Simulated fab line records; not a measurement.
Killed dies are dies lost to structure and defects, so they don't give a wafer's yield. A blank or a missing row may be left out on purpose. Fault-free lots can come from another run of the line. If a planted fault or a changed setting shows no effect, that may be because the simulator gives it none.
The same fault as seen by 2 desks -- flow gf180mcu -- every desk sees just its own numbers, and what lay behind them comes last

## FROM THE METROLOGY DESK
What the gauges read, lot by lot, whatever tool the lot ran on: means of the sampled wafers that have a number. A lot is out of limits, marked OUT, if its mean lies more than 4 standard deviations from the usual mean; the brackets give that distance.
Columns: A = V4_W_RS at GF_V4_RS_MEAS_24, usual 0.326 ohm/sq; B = V5_W_RS at GF_V5_RS_MEAS_24, usual 0.327 ohm/sq
lot,first seen here,A,B
L976,day 24 11:07,0.325,0.328
L979,day 25 16:48,0.329,0.330
L980,day 26 02:14,0.322,0.328
L981,day 26 13:25,0.322,0.327
L983,day 27 02:23,0.330,0.324
L984,day 27 16:41,0.327,0.322
L986,day 27 16:49,0.328,0.327
L985,day 27 19:25,0.322,0.325
L988,day 28 06:26,0.326,0.328
L990,day 29 00:47,0.325,0.329
L997,day 30 14:05,0.329,0.325
L999,day 31 00:23,0.324,0.329
Finding of this desk: none of the 12 lots has anything out of limits.

## DESK OF THE TOOL OWNER: cmp-01
The tool's own readings at GF_V5_CMP_04 (polishes SiO2): means of the sampled wafers that have a number, for each lot that ran on this tool. A lot is out of limits, marked OUT, if its mean lies more than 4 standard deviations from the usual mean; the brackets give that distance.
Columns: A = motor_current_A at GF_V5_CMP_04, usual 11.8 A
lot,first seen here,A
L976,day 26 07:29,11.1
L979,day 27 12:29,11.9
L981,day 28 07:51,10.5
L983,day 28 20:23,11.4
L984,day 29 09:05,11.1
L990,day 30 16:59,10.1
L997,day 32 04:06,10.9
Finding of this desk: none of the 7 lots has anything out of limits.

## ALL TOGETHER
Metrology desk: nothing out of limits seen.
Nothing out of limits was seen by the tool owner's desk.

## WHAT THE SIMULATOR HAD PUT IN
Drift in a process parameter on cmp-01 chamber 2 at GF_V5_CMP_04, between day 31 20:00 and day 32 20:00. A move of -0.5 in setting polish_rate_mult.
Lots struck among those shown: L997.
